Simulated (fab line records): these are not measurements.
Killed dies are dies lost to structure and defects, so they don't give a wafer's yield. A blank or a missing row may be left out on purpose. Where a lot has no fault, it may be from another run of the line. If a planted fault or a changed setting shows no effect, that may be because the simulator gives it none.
Split-lot study | flow sky130 | 23 wafers read from 5 lots, route of 708 steps

## ON THE SPLIT
At SKY_METAL3_SPUTTER_03 (material Ti, target thk 5 nm, time 3.3 s), the setting time_s was moved away from the recipe's 3.3 s on 8 of the 23 wafers read, by +4.8% to +10.4%. This setting was run at the recipe's value on the other wafers.

The split's own step is where the reading is taken.

## THE READING
Ti_of_METAL3_SPUTTER_03.thk_nm (the simulator's own value, which no gauge read), in nm, at SKY_METAL3_SPUTTER_03 (material Ti, target thk 5 nm, time 3.3 s). There is no usual value for it anywhere in the file. Across the 15 wafers here that went through the recipe, the average is 5.119 nm and the standard deviation 0.16 nm.

wafer  | tool, chamber at the split | time_s as run, s | against the recipe | Ti_of_METAL3_SPUTTER_03.thk_nm, nm | against lot-mates on the recipe
L074.1 | pvd_sputter-02, -          | 3.3              | recipe             | 5.166                              | -
L074.4 | pvd_sputter-02, -          | 3.3              | recipe             | 5.367                              | -
L074.6 | pvd_sputter-02, -          | 3.3              | recipe             | 5.437                              | -
L077.1 | pvd_sputter-04, -          | 3.3              | recipe             | 5.077                              | -
L077.2 | pvd_sputter-04, -          | 3.3              | recipe             | 4.918                              | -
L077.3 | pvd_sputter-04, -          | 3.3              | recipe             | 5.108                              | -
L077.4 | pvd_sputter-04, -          | 3.3              | recipe             | 4.999                              | -
L077.5 | pvd_sputter-04, -          | 3.3              | recipe             | 5.03                               | -
L081.1 | pvd_sputter-04, -          | 3.3              | recipe             | 5.03                               | -
L081.2 | pvd_sputter-04, -          | 3.3              | recipe             | 4.915                              | -
L081.4 | pvd_sputter-04, -          | 3.3              | recipe             | 4.894                              | -
L081.5 | pvd_sputter-04, -          | 3.496            | +5.9%              | 5.301                              | +0.355
L081.6 | pvd_sputter-04, -          | 3.496            | +5.9%              | 5.245                              | +0.299
L082.1 | pvd_sputter-02, -          | 3.642            | +10.4%             | 5.53                               | +0.343
L082.2 | pvd_sputter-02, -          | 3.642            | +10.4%             | 5.66                               | +0.473
L082.3 | pvd_sputter-02, -          | 3.642            | +10.4%             | 5.735                              | +0.548
L082.4 | pvd_sputter-02, -          | 3.3              | recipe             | 5.186                              | -
L082.6 | pvd_sputter-02, -          | 3.3              | recipe             | 5.187                              | -
L084.1 | pvd_sputter-02, -          | 3.459            | +4.8%              | 5.589                              | +0.350
L084.3 | pvd_sputter-02, -          | 3.459            | +4.8%              | 5.376                              | +0.137
L084.4 | pvd_sputter-02, -          | 3.3              | recipe             | 5.299                              | -
L084.5 | pvd_sputter-02, -          | 3.3              | recipe             | 5.179                              | -
L084.6 | pvd_sputter-02, -          | 3.459            | +4.8%              | 5.444                              | +0.205

FIT RESULTS
A straight line over all 23 wafers: Ti_of_METAL3_SPUTTER_03.thk_nm changes by +0.0496 nm for each +1% of time_s; r = +0.78; the points scatter about the line by 0.15 nm.
The same after taking each lot's own level away (the mean of its wafers on the recipe; 23 wafers): +0.0458 nm for each +1%; r = +0.91; scatter 0.08 nm.
Per that fit: largest time_s move, reading shift of 0.47 nm.
Measured against the standard deviation above, the lots' own levels, which go from 4.9463 to 5.3233 nm, span 2.4 times it.
So the lot-to-lot level blurs the effect unless lot-mates are compared.
Check: with one of the wafers moved furthest among these (+10.4%) left out of the fit, the line predicts +0.52 nm for it against its lot-mates. Against them it came out at +0.343 nm.

## THE OTHER SPLITS THESE WAFERS WENT THROUGH
Note: prior to the reading, these wafers also went through further splits. Each is held against what the fit with the lots' levels taken away leaves over:
other split on the same wafers           | wafers away from the commonest value | r with Ti_of_METAL3_SPUTTER_03.thk_nm (lot level and that fit taken away)
SKY_LI_CONTACT_HDPCVD_00 time_s          | 9                                    | +0.46
SKY_LI_CONTACT_CMP_02 leave_above_ref_nm | 8                                    | +0.16
SKY_LI_CONTACT_ETCH_14 source_w          | 8                                    | -0.08
SKY_LI_CONTACT_SPUTTER_20 power_w        | 10                                   | +0.23
SKY_CONTACT_HDPCVD_02 time_s             | 5                                    | -0.03
SKY_CONTACT_DEVELOP_13 dev_temp_c        | 11                                   | -0.06
SKY_METAL1_SPUTTER_04 time_s             | 8                                    | +0.45
SKY_METAL1_METAL_ETCH_19 bias_w          | 9                                    | +0.19
SKY_VIA1_SPUTTER_20 chamber_pressure_pa  | 18                                   | -0.11
SKY_METAL2_SPUTTER_04 power_w            | 8                                    | -0.07
SKY_VIA2_ETCH_14 source_w                | 10                                   | +0.18
SKY_VIA2_SPUTTER_20 time_s               | 8                                    | +0.20

## THE FILE'S OWN FIT
Ti_of_METAL3_SPUTTER_03.thk_nm changes by +0.0468 nm for each +1% of time_s, r = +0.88.
